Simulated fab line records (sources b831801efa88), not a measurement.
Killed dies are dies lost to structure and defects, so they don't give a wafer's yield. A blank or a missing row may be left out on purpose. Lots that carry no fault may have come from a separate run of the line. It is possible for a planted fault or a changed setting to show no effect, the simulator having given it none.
2 desks looking at one fault / flow gf180mcu / what lay behind the numbers comes last; until then each desk has only its own

DESK OF THE TOOL OWNER: litho track-04
The tool's own readings at GF_POLY_GATE_PEB_08 (peb time 90 s): means of the sampled wafers that have a number, for each lot that ran on this tool. Marked OUT: a lot whose mean sits more than 4 standard deviations from the usual mean, which makes it out of limits; the brackets give that distance.
Columns: A = heater power total W at GF_POLY_GATE_PEB_08, usual 85.70 W
lot=L360; first seen here=day 9 19:37; A=85.74
lot=L365; first seen here=day 11 13:58; A=87.00 (+17) OUT
lot=L368; first seen here=day 12 06:02; A=86.94 (+16) OUT
lot=L377; first seen here=day 14 19:50; A=85.62
lot=L380; first seen here=day 15 16:59; A=85.57
lot=L381; first seen here=day 15 19:09; A=85.70
This desk's verdict: out of limits on L365, L368, starting with L365 at day 11 13:58 (heater power total W at GF_POLY_GATE_PEB_08). L360, L377, L380, L381 stayed within limits.

FROM THE METROLOGY DESK
Lot by lot, what the gauges showed, no matter which tool ran the lot: averages of those sampled wafers that carry a number. Marked OUT: a lot whose mean sits more than 4 standard deviations from the usual mean, which makes it out of limits; the brackets give that distance.
Columns: A = VT_IMPLANT_02_OVL at GF_VT_IMPLANT_OVL_MEAS_29, usual 0.0 nm; B = MVSD_RS at GF_VT_IMPLANT_RS_MEAS_46, usual 456.9 ohm/sq; C = HV_LDD_OVL at GF_HV_LDD_OVL_MEAS_08, usual -0.2 nm
lot=L358; first seen here=day 7 02:34; A=2.2; B=457.0; C=0.1
lot=L360; first seen here=day 7 08:53; A=-2.5; B=457.4; C=-0.3
lot=L361; first seen here=day 8 00:31; A=-1.2; B=457.6; C=1.5
lot=L365; first seen here=day 9 03:05; A=0.8; B=458.3; C=0.2
lot=L368; first seen here=day 9 15:41; A=-0.3; B=457.6; C=-0.7
lot=L372; first seen here=day 11 06:43; A=-1.2; B=456.2; C=0.2
lot=L373; first seen here=day 11 08:59; A=-1.5; B=458.4; C=-0.8
lot=L374; first seen here=day 11 14:55; A=-0.1; B=456.5; C=-0.0
lot=L375; first seen here=day 11 21:43; A=-2.1; B=455.9; C=0.1
lot=L377; first seen here=day 12 02:16; A=0.0; B=455.9; C=-0.5
lot=L378; first seen here=day 12 06:25; A=-1.1; B=454.9; C=0.7
lot=L379; first seen here=day 12 17:32; A=2.0; B=456.3; C=-0.1
lot=L380; first seen here=day 12 19:46; A=0.1; B=455.0; C=1.0
lot=L381; first seen here=day 12 22:47; A=1.9; B=457.1; C=-0.9
Finding of this desk: none of the 14 lots has anything out of limits.

TAKEN TOGETHER
The tool owner's desk had the chance to raise an alarm at day 11 13:58 on L365, L368.
At the metrology desk, nothing out of limits was observed.
The metrology desk has L365, L368 on record, within its limits.
Every lot named ran GF_POLY_GATE_PEB_08 on litho track-04.

WHAT HAD BEEN PUT IN BY THE SIMULATOR
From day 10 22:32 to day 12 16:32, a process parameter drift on litho track-04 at GF_POLY_GATE_PEB_08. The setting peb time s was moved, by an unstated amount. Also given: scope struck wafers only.
Struck lots among those shown: L365, L368.
Hours from the fault's start to each desk's first reading out of limits: the tool owner's desk, 15.
